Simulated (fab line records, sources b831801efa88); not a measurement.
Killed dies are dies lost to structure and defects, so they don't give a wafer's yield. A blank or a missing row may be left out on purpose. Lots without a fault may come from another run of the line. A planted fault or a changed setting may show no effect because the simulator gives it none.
fab line records | flow sky130
record lots=7 wafers=21 last_day=49
route steps=708 shown METAL5@668 PASSIVATION@681 PAD_OPEN@694
lots that met no fault: from a run of the same line without faults
start_h: hours from the record's first day to the start of the lot's first wafer shown | wait_h: hours since the lot's step before | " the same as in the row above | L1.1+2: a row that stands for several wafers | - no value, or no start given | * or withheld: withheld | < > ~ a bound
route shown NAME@n: a module of which the file shows steps, and the number in the route of the first | usual: mean/standard deviation of fault-free wafers | same: alike in all rows | chamber/n: place in a boat | sites: the reading at each site | _std_site: their standard deviation | _edge_site: outer sites' mean less inner sites' | radius_mm: how far each site lies from the wafer's centre | mask NAME#n: copy n | behind: the tool/chamber that last shaped the wafer | hold: why the lot was held/for how many hours/how that ended | device: the transistor (n, p or np) that didn't switch | end of line: the same wafers' tests at the end of the route | a step without rows: its recipe alone | killed: dies lost to structure and defects at the first sort, not the wafer's yield | map: a wafer's dies, x killed, . not, _ none there
set.NAME: the setting as run; set.NAME@STEP: as run at that earlier step | model.NAME: the simulator's own value behind a step, which no gauge read
lots at some steps of the route; a table a step, a row a wafer
services: from which hour (start_h, from the record's first day; less than 0 if before it) a tool's chamber was out of use, for how many hours, and why
## steps
# step SKY_METAL5_DEHYDRATE_07
# recipe temp_c=200 time_s=60
# step SKY_METAL5_HMDS_08
# recipe prime_time_s=60 prime_temp_c=120
# step SKY_METAL5_COAT_09
# recipe resist=NOVOLAK spin_rpm=3000 resist_thk_nm=1800
# step SKY_METAL5_SOFTBAKE_10
# recipe temp_c=90 time_s=60 resist=NOVOLAK
# step SKY_METAL5_EXPOSE_11
# recipe mask_id=MM5 na=0.6 source_shape=conventional sigma_outer=0.6 polarization=unpolarized target_cd_nm=1600 dose_mj=190
# step SKY_METAL5_PEB_12
# recipe temp_c=withheld time_s=* resist=NOVOLAK
# step SKY_METAL5_DEVELOP_13
# recipe resist=NOVOLAK developer=TMAH develop_time_s=60 dev_temp_c=23
# step SKY_METAL5_DESCUM_14
# recipe chemistry=O2 source_power_w=150 bias_power_w=0 pressure_mtorr=10 temp_c=40 time_s=11
# usual drypump_motor_current_A=5.9/0.59 he_backside_leak_sccm=3.5/0.33 oes_product_au=0.997/0.014
# columns lot.wafer tool chamber start_h wait_h drypump_motor_current_A he_backside_leak_sccm oes_product_au rf_hours_counter_h
L484.3 rie_metal-04 1 1029.51 0.1 6.2 3.6 0.980 -
L484.4 " 0 " " 6.1 3.2 0.992 -
L484.6 " 0 " " 6.1 3.2 0.987 -
L491.1 rie_metal-03 1 1087.86 0.1 5.0 3.6 0.993 16
L491.2 " 0 " " 6.4 3.6 1.015 18
L491.5 " 0 " " 6.4 3.6 1.020 -
L495.1 rie_metal-04 1 1109.94 0.1 6.2 3.8 0.987 19
L495.3 " 0 " " 6.1 3.3 0.993 -
L495.6 " 0 " " 6.1 3.3 0.997 -
L497.1 rie_metal-04 0 1115.96 0.1 6.1 3.2 1.000 21
L497.4 " 1 " " 6.2 3.6 0.983 -
L497.5 " 0 " " 6.1 3.1 0.994 -
L499.3 rie_metal-03 0 1127.17 0.1 6.4 3.6 1.018 -
L499.4 " 1 " " 5.0 3.5 0.997 -
L499.5 " 1 " " 5.0 3.6 0.988 -
L500.3 rie_metal-03 1 1132.91 0.1 5.0 3.6 0.982 -
L500.4 " 0 " " 6.4 3.5 1.018 -
L500.6 " 0 " " 6.4 3.6 1.018 -
L501.2 rie_metal-04 1 1139.86 0.1 6.2 3.7 0.962 22
L501.3 " 1 " " 6.2 3.5 0.972 -
L501.5 " 1 " " 6.2 3.6 0.971 -
# step SKY_METAL5_METAL_ETCH_15
# recipe target_depth_a=12600 stop_on=SiO2 over_etch_frac=0.2 time_s=252 chemistry=Cl2/BCl3 resist_sidewall_deg=86 pressure_mtorr=10 icp_w=900 bias_w=48.5 Cl2_flow_sccm=60 bcl3_flow_sccm=30
# usual drypump_motor_current_A=5.9/0.58 he_backside_leak_sccm=3.5/0.3 oes_product_au=0.894/0.0051 throttle_valve_pct=22.264/0.009
# columns lot.wafer tool chamber start_h wait_h drypump_motor_current_A he_backside_leak_sccm oes_product_au rf_hours_counter_h throttle_valve_pct
L484.3 rie_metal-04 1 1029.61 0.1 6.2 3.6 0.901 - 22.267
L484.4 " 0 " " 6.1 3.2 0.893 - 22.269
L484.6 " 0 " " 6.1 3.3 0.899 - 22.270
L491.1 rie_metal-03 1 1087.89 0.0 5.0 3.6 0.899 16 22.258
L491.2 " 0 " " 6.4 3.6 0.891 18 22.271
L491.5 " 0 " " 6.4 3.6 0.893 - 22.263
L495.1 rie_metal-04 1 1109.98 0.0 6.2 3.6 0.899 19 22.244
L495.3 " 0 " " 6.1 3.4 0.897 - 22.265
L495.6 " 0 " " 6.1 3.4 0.879 - 22.268
L497.1 rie_metal-04 0 1115.99 0.0 6.1 3.3 0.891 21 22.279
L497.4 " 1 " " 6.2 3.5 0.906 - 22.266
L497.5 " 0 " " 6.0 3.3 0.887 - 22.269
L499.3 rie_metal-03 0 1127.27 0.1 6.4 3.6 0.888 - 22.271
L499.4 " 1 " " 5.0 3.5 0.889 - 22.272
L499.5 " 1 " " 5.0 3.5 0.892 - 22.271
L500.3 rie_metal-03 1 1133.01 0.1 5.0 3.6 0.895 - 22.249
L500.4 " 0 " " 6.4 3.6 0.887 - 22.256
L500.6 " 0 " " 6.4 3.6 0.905 - 22.253
L501.2 rie_metal-04 1 1139.89 0.0 6.2 3.7 0.889 22 22.257
L501.3 " 1 " " 6.2 3.7 0.885 - 22.272
L501.5 " 1 " " 6.2 3.6 0.891 - 22.264
# step SKY_METAL5_STRIP_16
# recipe chemistry=O2/N2 power_w=1400 pressure_mtorr=1500 platen_temp_c=withheld o2_flow_sccm=3000 n2_flow_sccm=300 overash_fraction=0.5
# step SKY_METAL5_STRIP_17
# recipe chemistry=post_etch_residue_remover time_s=1200 temp_c=72.5
# step SKY_METAL5_CLEAN_18
# recipe chemistry=IPA time_s=180 temp_c=25
# step SKY_METAL5_CLEAN_19
# recipe chemistry=O3/DIW dry=n2_spin
# columns lot.wafer tool chamber start_h wait_h
L484.3+4+6 wet_bench-02 2 1030.26 0.0
L491.1+2+5 wet_bench-02 2 1088.97 0.1
L495.1+3+6 wet_bench-04 0 1110.71 0.0
L497.1+4+5 wet_bench-04 0 1116.73 0.0
L499.3+4+5 wet_bench-04 3 1127.93 0.0
L500.3+4+6 wet_bench-04 1 1133.66 0.0
L501.2+3+5 wet_bench-02 0 1140.66 0.0
# step SKY_PASSIVATION_CVD_00
# recipe material=SiO2 target_thk_nm=90 temp_c=400 time_s=withheld rf_w=600
# usual heater_power_w=645/89
# columns lot.wafer tool chamber start_h wait_h heater_power_w
L484.3 pecvd-03 1 1030.35 0.0 823
L484.4 " 2 " " 672
L484.6 " 0 " " 627
L491.1 pecvd-03 0 1089.06 0.0 502
L491.2 " 2 " " 705
L491.5 " 0 " " 521
L495.1 pecvd-02 1 1110.81 0.0 626
L495.3 " 2 " " 598
L495.6 " 1 " " 636
L497.1 pecvd-02 0 1116.82 0.0 559
L497.4 " 1 " " 602
L497.5 " 0 " " 601
L499.3 pecvd-03 2 1128.03 0.0 577
L499.4 " 2 " " 595
L499.5 " 1 " " 864
L500.3 pecvd-01 1 1133.76 0.0 723
L500.4 " 1 " " 744
L500.6 " 0 " " 609
L501.2 pecvd-03 0 1140.76 0.0 643
L501.3 " 1 " " 884
L501.5 " 0 " " 620
# step SKY_PASSIVATION_THK_MEAS_01
# recipe reads=SiO2_of_PASSIVATION_CVD_00
# usual PASSIVATION_CVD_00_THK=89.8/1.2
# columns lot.wafer tool chamber start_h wait_h PASSIVATION_CVD_00_THK[nm]
L484.3 film_metro-04 - 1030.40 - 89.0
L484.4 " - " " 92.2
L484.6 " - " " 90.7
L491.1 film_metro-02 - 1089.09 - 88.6
L491.2 " - " " 90.5
L491.5 " - " " 89.3
L495.1 film_metro-01 - 1110.83 - 89.7
L495.3 " - " " 88.7
L495.6 " - " " 91.0
L497.1 film_metro-04 - 1116.84 - 88.4
L497.4 " - " " 89.4
L497.5 " - " " 90.0
L499.3 film_metro-02 - 1128.08 - 89.1
L499.4 " - " " 91.7
L499.5 " - " " 89.1
L500.3 film_metro-02 - 1133.80 - 89.5
L500.4 " - " " 90.3
L500.6 " - " " 89.1
L501.2 film_metro-04 - 1140.79 - 89.5
L501.3 " - " " 88.7
L501.5 " - " " 91.6
# step SKY_PASSIVATION_CVD_02
# recipe material=Si3N4 target_thk_nm=540 temp_c=400 time_s=withheld rf_w=450
# step SKY_PASSIVATION_THK_MEAS_03
# recipe reads=Si3N4_of_PASSIVATION_CVD_02
# usual PASSIVATION_CVD_02_THK=537/6.7
# columns lot.wafer tool chamber start_h wait_h PASSIVATION_CVD_02_THK[nm]
L484.3 film_metro-04 - 1030.68 - 538
L484.4 " - " " 542
L484.6 " - " " 548
L491.1 film_metro-02 - 1089.38 - 520
L491.2 " - " " 530
L491.5 " - " " 544
L495.1 film_metro-01 - 1111.22 - 531
L495.3 " - " " 540
L495.6 " - " " 541
L497.1 film_metro-02 - 1117.13 - 538
L497.4 " - " " 548
L497.5 " - " " 547
L499.3 film_metro-04 - 1128.36 - 538
L499.4 " - " " 538
L499.5 " - " " 536
L500.3 film_metro-04 - 1134.08 - 530
L500.4 " - " " 541
L500.6 " - " " 538
L501.2 film_metro-01 - 1141.07 - 534
L501.3 " - " " 532
L501.5 " - " " 538
# step SKY_PASSIVATION_DEHYDRATE_04
# recipe temp_c=200 time_s=60
# step SKY_PASSIVATION_HMDS_05
# recipe prime_time_s=60 prime_temp_c=120
# step SKY_PASSIVATION_COAT_06
# recipe spin_rpm=2049 resist_thk_nm=3000
# step SKY_PASSIVATION_SOFTBAKE_07
# recipe temp_c=110 time_s=withheld
# step SKY_PASSIVATION_EXPOSE_08
# recipe mask_id=NSM target_cd_nm=3000 na=0.57 dose_mj=260
# step SKY_PASSIVATION_PEB_09
# recipe temp_c=115 time_s=withheld
# step SKY_PASSIVATION_DEVELOP_10
# recipe develop_time_s=60 dev_temp_c=23
# step SKY_PASSIVATION_ETCH_11
# recipe chemistry=CF4/O2 target_depth_nm=725 stop_on=AlCu source_w=800 bias_w=150 pressure_mtorr=150 cf4_flow_sccm=80 O2_flow_sccm=10 time_s=161.1
# usual drypump_motor_current_A=5.7/0.46 oes_product_au=0.974/0.0073 throttle_valve_pct=5.962/0.0096
# columns lot.wafer tool chamber start_h wait_h drypump_motor_current_A oes_product_au rf_hours_counter_h throttle_valve_pct
L484.3 rie_diel-03 1 1052.66 - 6.3 0.977 26 5.972
L484.4 " 0 " " 5.3 0.986 17 5.969
L484.6 " 0 " " 5.3 0.975 - 5.964
L491.1 rie_diel-04 3 1109.78 - 5.0 0.957 10 5.956
L491.2 " 1 " " 5.5 0.977 16 5.948
L491.5 " 2 " " 5.7 0.982 - 5.968
L495.1 rie_diel-01 0 1131.21 - 5.8 0.972 10 5.981
L495.3 " 1 " " 5.2 0.969 4 5.957
L495.6 " 2 " " 6.3 0.987 - 5.965
L497.1 rie_diel-03 0 1136.94 - 5.3 0.972 20 5.951
L497.4 " 0 " " 5.3 0.978 - 5.975
L497.5 " 3 " " 5.1 0.979 - 5.956
L499.3 rie_diel-03 0 1146.89 - 5.3 0.982 21 5.953
L499.4 " 2 " " 6.1 0.980 28 5.967
L499.5 " 0 " " 5.3 0.975 - 5.965
L500.3 rie_diel-01 1 1152.06 - 5.3 0.962 4 5.973
L500.4 " 3 " " 5.7 0.963 11 5.952
L500.6 " 1 " " 5.2 0.974 - 5.950
L501.2 rie_diel-01 0 1159.16 - 5.8 0.975 11 5.971
L501.3 " 2 " " 6.3 0.971 9 5.962
L501.5 " 3 " " 5.6 0.969 - 5.965
# step SKY_PASSIVATION_STRIP_12
# recipe chemistry=O2/N2 power_w=1400 pressure_mtorr=1500 platen_temp_c=withheld overash_fraction=0.7 o2_flow_sccm=3000 n2_flow_sccm=300
# step SKY_PAD_OPEN_DEHYDRATE_00
# recipe temp_c=200 time_s=60
# step SKY_PAD_OPEN_HMDS_01
# recipe prime_time_s=60 prime_temp_c=120
# step SKY_PAD_OPEN_COAT_02
# recipe spin_rpm=2000 resist_thk_nm=3000
# step SKY_PAD_OPEN_SOFTBAKE_03
# recipe temp_c=110 time_s=withheld
# step SKY_PAD_OPEN_EXPOSE_04
# recipe mask_id=PDM target_cd_nm=60000 na=0.57 dose_mj=260
# step SKY_PAD_OPEN_PEB_05
# recipe temp_c=115 time_s=withheld
# step SKY_PAD_OPEN_DEVELOP_06
# recipe develop_time_s=62.92 dev_temp_c=23
# step SKY_PAD_OPEN_ETCH_07
# recipe chemistry=CF4/O2 target_depth_nm=725 stop_on=AlCu source_w=800 bias_w=150 pressure_mtorr=150 cf4_flow_sccm=80 O2_flow_sccm=10 time_s=161.1
# usual drypump_motor_current_A=5.5/0.45 oes_product_au=0.974/0.0072 throttle_valve_pct=5.963/0.0096
# columns lot.wafer tool chamber start_h wait_h drypump_motor_current_A oes_product_au rf_hours_counter_h throttle_valve_pct
L484.3 rie_diel-02 0 1074.38 - 5.3 0.959 6 5.964
L484.4 " 1 " " 5.9 0.972 26 5.961
L484.6 " 1 " " 5.9 0.982 - 5.973
L491.1 rie_diel-03 1 1129.04 - 6.2 0.960 29 5.964
L491.2 " 2 " " 6.1 0.972 28 5.978
L491.5 " 1 " " 6.2 0.985 - 5.960
L495.1 rie_diel-02 0 1149.87 - 5.3 0.967 9 5.961
L495.3 " 3 " " 5.2 0.978 11 5.961
L495.6 " 2 " " 5.3 0.984 - 5.955
L497.1 rie_diel-03 3 1155.47 - 5.1 0.978 16 5.959
L497.4 " 2 " " 6.0 0.983 28 5.975
L497.5 " 3 " " 5.1 0.976 - 5.948
L499.3 rie_diel-04 3 1164.27 - 5.0 0.964 11 5.966
L499.4 " 2 " " 5.8 0.966 17 5.958
L499.5 " 2 " " 5.7 0.982 - 5.951
L500.3 rie_diel-04 1 1169.08 - 5.6 0.968 18 5.967
L500.4 " 0 " " 4.9 0.978 24 5.950
L500.6 " 2 " " 5.8 0.971 - 5.972
L501.2 rie_diel-03 3 1175.47 - 5.1 0.976 16 5.973
L501.3 " 0 " " 5.3 0.964 22 5.967
L501.5 " 2 " " 6.1 0.966 - 5.974
# step SKY_PAD_OPEN_STRIP_08
# recipe chemistry=O2/N2 power_w=1400 pressure_mtorr=1500 platen_temp_c=withheld overash_fraction=0.7 o2_flow_sccm=3000 n2_flow_sccm=300
# step SKY_PAD_OPEN_STRIP_09
# recipe chemistry=post_etch_residue_remover time_s=1200 temp_c=72.5
# step SKY_PAD_OPEN_CLEAN_10
# recipe chemistry=IPA time_s=180 temp_c=25
# step SKY_PAD_OPEN_CLEAN_11
# recipe chemistry=O3/DIW dry=n2_spin
# step SKY_PAD_OPEN_ANNEAL_12
# recipe temp_c=400 time_s=withheld ambient=N2/H2 idle_temp_c=300 ramp_up_c_per_min=8 ramp_down_c_per_min=4
# step SKY_PAD_OPEN_BOW_MEAS_13
# recipe mode=bow
# usual PAD_OPEN_BOW=48/10
# columns lot.wafer tool chamber start_h wait_h PAD_OPEN_BOW[um]
L484.3 film_metro-03 - 1077.63 - 53
L484.4 " - " " 40
L484.6 " - " " 68
L491.1 film_metro-02 - 1131.29 - 66
L491.2 " - " " 36
L491.5 " - " " 48
L495.1 film_metro-04 - 1152.06 - 56
L495.3 " - " " 51
L495.6 " - " " 47
L497.1 film_metro-04 - 1157.68 - 56
L497.4 " - " " 50
L497.5 " - " " 58
L499.3 film_metro-04 - 1166.57 - 44
L499.4 " - " " 53
L499.5 " - " " 52
L500.3 film_metro-03 - 1171.32 - 36
L500.4 " - " " 46
L500.6 " - " " 46
L501.2 film_metro-03 - 1177.68 - 34
L501.3 " - " " 33
L501.5 " - " " 41
# step SKY_PAD_OPEN_PROBE_99
# usual defect_limited_yield=82.4/2 killed_at_M0_to_M3=43/6.6 killed_at_M4_up=3.0/1.7 killed_at_contacts=24/5.4 killed_at_front_end=16/4.6 killed_at_other=0.3/0.53 killed_dies=87/9.7 killed_on_rim=18/4 killed_open=47/7.3 killed_short=39/6.5 sort_bin_3_pad_short=0.9/0.41 sort_bin_5_function=10.4/1.4 sort_bin_6_memory=6.3/1.2 sort_n_pass=405/9.7 sort_yield_pct=82.4/2
# same gross_dies=492 killed_at_back_side=0 sort_bin_4_leakage[%]=0 sort_bin_8_speed[%]=0
# columns lot.wafer tool chamber start_h wait_h hold defect_limited_yield[%] killed_at_M0_to_M3 killed_at_M4_up killed_at_contacts killed_at_front_end killed_at_other killed_dies killed_on_rim killed_open killed_short sort_bin_3_pad_short[%] sort_bin_5_function[%] sort_bin_6_memory[%] sort_n_pass sort_yield_pct[%] model.etest.tester.sort_n_pass model.etest.tester.sort_yield_pct model.etest.tester.sort_bin_5_pct model.etest.tester.sort_bin_3_pct
L484.3 prober-02 - 1077.81 0.2 - 82.9 50 4 17 13 0 84 17 41 43 0.6 11.2 5.3 408 82.9 408 82.93 11.18 0.6098
L484.4 prober-02 - 1077.86 0.2 - 82.5 47 2 20 17 0 86 20 54 32 0.6 10.0 6.9 406 82.5 406 82.52 9.959 0.6098
L484.6 prober-02 - 1077.96 0.2 - 82.9 44 2 22 16 0 84 20 48 36 0.4 9.8 6.9 408 82.9 408 82.93 9.756 0.4065
L491.1 prober-02 - 1131.41 0.1 - 85.2 34 5 23 11 0 73 15 35 38 0.2 9.6 5.1 419 85.2 419 85.16 9.553 0.2033
L491.2 prober-02 - 1131.46 0.1 - 79.7 54 4 20 22 0 100 20 53 47 1.2 12.2 6.9 392 79.7 392 79.67 12.2 1.22
L491.5 prober-02 - 1131.61 0.2 - 81.9 45 1 23 20 0 89 14 56 33 1.4 10.8 5.9 403 81.9 403 81.91 10.77 1.423
L495.1 prober-02 - 1152.18 0.1 - 83.5 36 3 20 22 0 81 14 44 37 0.8 9.6 6.1 411 83.5 411 83.54 9.553 0.813
L495.3 prober-02 - 1152.28 0.2 - 83.1 41 2 24 16 0 83 21 43 40 0.6 9.8 6.5 409 83.1 409 83.13 9.756 0.6098
L495.6 prober-02 - 1152.43 0.2 - 80.1 44 3 30 20 1 98 18 52 46 0.6 12.8 6.5 394 80.1 394 80.08 12.8 0.6098
L497.1 prober-02 - 1157.80 0.1 await_dispo/1.8h/release 77.6 33 48 17 12 0 110 21 41 24 2.6 15.2 4.5 382 77.6 382 77.64 15.24 2.642
L497.4 prober-02 - 1157.95 0.2 await_dispo/1.8h/release 76.0 40 38 29 11 0 118 15 36 45 1.8 14.4 7.7 374 76.0 374 76.02 14.43 1.829
L497.5 prober-02 - 1158.00 0.2 await_dispo/1.8h/release 75.2 49 40 25 8 0 122 21 52 32 2.0 16.1 6.7 370 75.2 370 75.2 16.06 2.033
L499.3 prober-02 - 1166.75 0.2 await_dispo/1.2h/release 77.6 32 41 23 14 0 110 15 46 26 1.6 13.8 6.9 382 77.6 382 77.64 13.82 1.626
L499.4 prober-02 - 1166.80 0.2 await_dispo/1.2h/release 78.5 28 50 20 8 0 106 13 38 24 2.4 13.6 5.5 386 78.5 386 78.46 13.62 2.439
L499.5 prober-02 - 1166.85 0.2 await_dispo/1.2h/release 75.8 45 50 12 12 0 119 17 35 39 2.0 15.4 6.7 373 75.8 373 75.81 15.45 2.033
L500.3 prober-01 - 1171.50 0.2 await_dispo/5.0h/release 78.9 52 18 22 11 1 104 32 52 37 1.4 12.8 6.9 388 78.9 388 78.86 12.8 1.423
L500.4 prober-01 - 1171.55 0.2 await_dispo/5.0h/release 83.7 28 22 21 9 0 80 23 35 27 1.0 11.6 3.7 412 83.7 412 83.74 11.59 1.016
L500.6 prober-01 - 1171.65 0.2 await_dispo/5.0h/release 80.9 37 19 21 17 0 94 22 47 32 1.4 11.0 6.7 398 80.9 398 80.89 10.98 1.423
L501.2 prober-02 - 1177.83 0.1 - 82.1 45 2 32 9 0 88 19 51 37 0.6 11.6 5.7 404 82.1 404 82.11 11.59 0.6098
L501.3 prober-02 - 1177.88 0.2 - 79.9 50 4 23 22 0 99 22 57 42 0.4 13.0 6.7 393 79.9 393 79.88 13.01 0.4065
L501.5 prober-02 - 1177.98 0.2 - 82.9 49 1 13 20 1 84 16 46 38 0.6 11.2 5.3 408 82.9 408 82.93 11.18 0.6098
# killed by level:class
L484.3 VIA1:geometric_particle:open=11 METAL2:geometric_particle:short=8 VIA3:geometric_particle:open=7 VIA1:geometric_particle:short=6 CONTACT:geometric_particle:open=5 CONTACT:geometric_particle:short=4 VIA2:geometric_particle:open=4 VIA2:geometric_particle:short=4
L484.4 VIA1:geometric_particle:open=17 CONTACT:geometric_particle:open=9 VIA3:geometric_particle:open=7 METAL1:geometric_particle:short=6 FIELD_ISO:geometric_particle:open=5 LI_CONTACT:geometric_particle:open=5 VIA2:geometric_particle:open=5 METAL2:geometric_particle:short=4
L484.6 VIA1:geometric_particle:open=11 CONTACT:geometric_particle:open=9 FIELD_ISO:geometric_particle:open=8 VIA2:geometric_particle:open=7 LOCAL_INTERCONNECT:geometric_particle:short=6 METAL2:geometric_particle:short=6 LI_CONTACT:geometric_particle:open=4 VIA1:geometric_particle:short=4
L491.1 VIA1:geometric_particle:open=11 CONTACT:geometric_particle:open=10 METAL1:geometric_particle:short=6 VIA1:geometric_particle:short=6 FIELD_ISO:geometric_particle:short=4 LI_CONTACT:geometric_particle:open=4 CONTACT:geometric_particle:short=4 METAL4:geometric_particle:short=4
L491.2 VIA1:geometric_particle:open=18 VIA1:geometric_particle:short=8 VIA3:geometric_particle:open=7 POLY_GATE:geometric_particle:open=6 METAL3:geometric_particle:short=6 POLY_GATE:geometric_particle:short=5 CONTACT:geometric_particle:short=5 CONTACT:geometric_particle:open=5
L491.5 CONTACT:geometric_particle:open=11 VIA1:geometric_particle:open=11 VIA3:geometric_particle:open=10 METAL1:geometric_particle:short=8 LOCAL_INTERCONNECT:geometric_particle:short=6 VIA2:geometric_particle:open=6 FIELD_ISO:geometric_particle:open=5 LI_CONTACT:geometric_particle:open=5
L495.1 CONTACT:geometric_particle:open=10 VIA1:geometric_particle:open=10 FIELD_ISO:geometric_particle:short=7 METAL2:geometric_particle:short=6 VIA3:geometric_particle:open=5 FIELD_ISO:geometric_particle:open=4 POLY_GATE:geometric_particle:short=4 POLY_GATE:geometric_particle:open=4
L495.3 CONTACT:geometric_particle:open=9 POLY_GATE:geometric_particle:short=7 VIA2:geometric_particle:short=7 VIA1:geometric_particle:open=7 LI_CONTACT:geometric_particle:open=6 VIA3:geometric_particle:open=6 VIA2:geometric_particle:open=5 METAL1:geometric_particle:short=3
L495.6 METAL1:geometric_particle:short=10 LI_CONTACT:geometric_particle:open=9 CONTACT:geometric_particle:open=9 VIA2:geometric_particle:open=8 FIELD_ISO:geometric_particle:short=5 VIA1:geometric_particle:open=5 POLY_GATE:geometric_particle:open=5 METAL1:geometric_particle:open=5
L497.1 METAL5:unspecified=44 VIA1:geometric_particle:open=10 CONTACT:geometric_particle:open=7 LI_CONTACT:geometric_particle:open=5 VIA2:geometric_particle:open=5 VIA3:geometric_particle:open=5 LOCAL_INTERCONNECT:geometric_particle:short=3 METAL1:geometric_particle:short=3
L497.4 METAL5:unspecified=36 CONTACT:geometric_particle:open=10 METAL2:geometric_particle:short=9 VIA1:geometric_particle:open=9 CONTACT:geometric_particle:short=8 VIA2:geometric_particle:short=7 LI_CONTACT:geometric_particle:open=4 LOCAL_INTERCONNECT:geometric_particle:short=4
L497.5 METAL5:unspecified=38 CONTACT:geometric_particle:open=13 VIA1:geometric_particle:open=10 VIA3:geometric_particle:open=8 VIA1:geometric_particle:short=7 METAL1:geometric_particle:short=6 VIA2:geometric_particle:open=6 LI_CONTACT:geometric_particle:open=5
L499.3 METAL5:unspecified=38 CONTACT:geometric_particle:open=12 VIA1:geometric_particle:open=10 METAL2:geometric_particle:short=6 VIA2:geometric_particle:open=6 POLY_GATE:geometric_particle:open=5 CONTACT:geometric_particle:short=5 FIELD_ISO:geometric_particle:open=3
L499.4 METAL5:unspecified=44 LI_CONTACT:geometric_particle:open=8 VIA1:geometric_particle:open=8 CONTACT:geometric_particle:open=6 METAL4:geometric_particle:short=5 FIELD_ISO:geometric_particle:short=4 VIA2:geometric_particle:open=4 VIA3:geometric_particle:open=4
L499.5 METAL5:unspecified=45 VIA1:geometric_particle:open=9 VIA1:geometric_particle:short=7 VIA2:geometric_particle:open=5 VIA3:geometric_particle:short=5 FIELD_ISO:geometric_particle:short=4 LOCAL_INTERCONNECT:geometric_particle:short=4 METAL1:geometric_particle:short=4
L500.3 METAL5:unspecified=15 CONTACT:geometric_particle:open=12 VIA3:geometric_particle:open=11 METAL1:geometric_particle:short=10 LI_CONTACT:geometric_particle:open=7 VIA2:geometric_particle:open=7 VIA1:geometric_particle:open=6 METAL2:geometric_particle:short=6
L500.4 METAL5:unspecified=17 VIA1:geometric_particle:open=8 METAL1:geometric_particle:short=7 CONTACT:geometric_particle:open=6 LI_CONTACT:geometric_particle:open=5 CONTACT:geometric_particle:short=5 VIA3:geometric_particle:open=5 LOCAL_INTERCONNECT:geometric_particle:short=4
L500.6 METAL5:unspecified=15 VIA1:geometric_particle:open=11 VIA3:geometric_particle:open=9 LI_CONTACT:geometric_particle:open=8 LI_CONTACT:geometric_particle:short=5 FIELD_ISO:geometric_particle:open=4 METAL3:geometric_particle:short=4 VIA2:geometric_particle:open=4
L501.2 CONTACT:geometric_particle:open=12 LI_CONTACT:geometric_particle:open=9 VIA3:geometric_particle:open=8 VIA1:geometric_particle:open=8 METAL2:geometric_particle:short=8 VIA2:geometric_particle:open=7 LOCAL_INTERCONNECT:geometric_particle:short=6 FIELD_ISO:geometric_particle:short=5
L501.3 CONTACT:geometric_particle:open=9 VIA3:geometric_particle:open=9 VIA2:geometric_particle:open=6 LI_CONTACT:geometric_particle:open=6 VIA1:geometric_particle:open=6 METAL2:geometric_particle:short=6 FIELD_ISO:geometric_particle:open=5 VIA3:geometric_particle:short=5
L501.5 VIA1:geometric_particle:open=14 FIELD_ISO:geometric_particle:short=7 METAL1:geometric_particle:short=6 VIA3:geometric_particle:open=6 POLY_GATE:geometric_particle:short=5 POLY_GATE:geometric_particle:open=5 CONTACT:geometric_particle:open=5 VIA2:geometric_particle:open=5
# map L497.5 (x killed, . not)
__________....x....._________
________....x..x......_______
______x.x.......x.x....._____
_____..x...x....x........____
____...x.x..........x....x___
___.x..x.x...............x.__
__..xxx.x..x................_
_.xxxxxx...x.x.xx...x..x.x...
_x.xxxxxx.....x.....xx....x..
_..xxxxxx.x..x.......x.x..x..
_xxxxxxxxx........x..........
_..xxxx...x......x.....x.....
_..xxxx.x..x..x......x....xx.
_x..x..........x..x..x.xxx...
_....x.x..x..x.x.....x.x...x.
__........................xx_
___..........x....x......x.__
____..x..........x...x..xx___
_____.......x.x.xx.......____
______x...x.....x.....x._____
________x.x..........._______
__________.x........_________
# map L499.5 (x killed, . not)
__________.x.......x_________
________..x........x.._______
______.x.......x........_____
_____..x...x..xx.x.......____
____x..............xx..x..___
___.....x...x....x.........__
__.............x......x.x..._
_..x........x...x..x..xx...x.
_.........x..xx....x..xx.x...
_.....x.......xx....x........
_...xx.............x.x....x..
_...x.x.x.......x.....x......
_........x...........xx...x..
_...........xx...x..........x
_..x........xxxxx.xx.........
__xx......x.xxxxxxxxx......._
___.x.....xxxxxxx.xx.......__
____...x....xxxxxxxx.x...x___
_____.......xxxxxxx.x....____
______.x.....xxxxx.x.x.._____
________.x....x..x...._______
__________....x...x._________
## services
# columns tool chamber start_h hours kind
rie_diel-04 2 1016.73 5.7 repair
rie_diel-03 0 1027.24 18.4 repair
pecvd-02 1 1031.80 4.6 repair
rie_diel-01 - 1044.88 0.6 repair
pecvd-03 1 1051.47 72.3 repair
pecvd-02 - 1053.34 1.1 repair
rie_diel-01 - 1074.41 15.6 pm
pecvd-02 - 1076.95 5.5 pm
rie_diel-04 - 1102.46 1.2 repair
pecvd-02 0 1102.87 2.9 repair
rie_diel-04 3 1103.02 2.6 repair
pecvd-01 - 1105.42 2.4 repair
rie_diel-02 2 1110.04 11.4 repair
rie_diel-02 0 1127.75 9.2 repair
rie_metal-03 - 1129.91 0.7 repair
rie_diel-03 2 1133.58 9.2 repair
rie_diel-03 3 1139.52 2.4 repair
rie_diel-02 - 1143.46 0.5 repair
pecvd-02 2 1145.06 5.5 scheduled_down
rie_diel-03 1 1151.79 2.6 repair
pecvd-02 - 1155.79 14.6 pm
rie_diel-01 1 1164.40 4.4 repair
rie_diel-03 3 1165.88 5.7 repair
pecvd-02 0 1166.73 - calibration
## key
first_sign step=SKY_PAD_OPEN_PROBE_99 reading=killed_at_M4_up direction=up sigmas=20 usual=3.0 struck=36.2
effect step=SKY_PAD_OPEN_PROBE_99 reading=sort_bin_5_function direction=up sigmas=2.5 usual=10.4 struck=13.8 wafers_moved=6
model_effect step=SKY_PAD_OPEN_PROBE_99 value=etest.tester.sort_n_pass without=412.7 struck=385
met_at SKY_METAL5_CLEAN_19
struck_wafers L497.1,L497.4,L497.5,L499.3,L499.4,L499.5,L500.3,L500.4,L500.6
onset_between 1110.71 1116.73
fault kind=chamber_particle_source tool=wet_bench-04 chamber=- onset_h=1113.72 steps=SKY_METAL5_CLEAN_19 rate_per_visit_cm2=0.41154 end_h=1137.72
